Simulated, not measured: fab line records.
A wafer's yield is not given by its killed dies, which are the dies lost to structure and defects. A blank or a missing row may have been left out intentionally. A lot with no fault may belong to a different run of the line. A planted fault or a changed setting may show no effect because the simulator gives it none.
One fault through the eyes of 2 desks / flow gf180mcu / each desk holds nothing but its own numbers, with what lay behind them at the end

AT THE METROLOGY DESK
Means of the sampled wafers that have a number, per lot and without regard to the tool the lot ran on: this is what the gauges read. If a lot's mean is further than 4 standard deviations from the usual mean, the lot is out of limits and carries the mark OUT (the distance appears in the brackets).
Columns: A = M1_ALCU_RS at GF_M1_RS_MEAS_05, usual 0.0693 ohm/sq; B = M1_ALCU_THK at GF_M1_THK_MEAS_06, usual 456 nm; C = V1_CVD_02_THK at GF_V1_THK_MEAS_03, usual 848 nm
lot=L434; first seen here=day 16 16:56; A=0.0701; B=448; C=848
lot=L436; first seen here=day 17 13:35; A=0.0697; B=451; C=852
lot=L438; first seen here=day 18 14:10; A=0.0687; B=460; C=846
lot=L442; first seen here=day 19 17:23; A=0.0707; B=447; C=848
lot=L444; first seen here=day 20 02:17; A=0.0704; B=446; C=853
lot=L445; first seen here=day 20 22:36; A=0.0691; B=454; C=860
lot=L447; first seen here=day 21 18:02; A=0.0693; B=452; C=848
lot=L449; first seen here=day 21 22:20; A=0.0692; B=457; C=844
lot=L448; first seen here=day 21 23:26; A=0.0699; B=453; C=806 (-4.2) OUT
lot=L454; first seen here=day 23 19:12; A=0.0693; B=455; C=844
lot=L456; first seen here=day 24 15:06; A=0.0680; B=464; C=857
Per this desk, out of limits: L448; the first was L448, day 23 00:20 (V1_CVD_02_THK at GF_V1_THK_MEAS_03). L434, L436, L438, L442, L444, L445, L447, L449, L454, L456 stayed within limits.

FOR THE TOOL OWNER'S DESK: pecvd-04
The tool's own readings at GF_V1_CVD_02 (deposits SiO2 from TEOS, target thk 850 nm, time 94.851 s): means of the sampled wafers that have a number, for each lot that ran on this tool. If a lot's mean is further than 4 standard deviations from the usual mean, the lot is out of limits and carries the mark OUT (the distance appears in the brackets).
Columns: A = heaterPowerW at GF_V1_CVD_02, usual 638 W; B = runLengthS at GF_V1_CVD_02, usual 123.0 s
lot=L436; first seen here=day 18 14:29; A=590; B=122.6
lot=L442; first seen here=day 20 18:05; A=603; B=122.5
lot=L444; first seen here=day 21 03:19; A=617; B=122.7
lot=L448; first seen here=day 23 00:16; A=624; B=117.4 (-11) OUT
Finding of this desk: L448 out of limits; the first was L448 at day 23 00:16, on runLengthS at GF_V1_CVD_02. L436, L442, L444 stayed within limits.

PUT TOGETHER
At day 23 00:16, on L448, the tool owner's desk was in a position to raise an alarm.
An alarm was possible from the metrology desk at day 23 00:20, on L448.
On pecvd-04, each named lot ran GF_V1_CVD_02.

WHAT HAD BEEN PUT IN BY THE SIMULATOR
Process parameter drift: pecvd-04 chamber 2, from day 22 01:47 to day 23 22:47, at GF_V1_CVD_02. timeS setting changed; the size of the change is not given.
Lots struck among those shown: L448.
Fault start to first reading out of limits, in hours, per desk: tool owner, 22; metrology, 23.
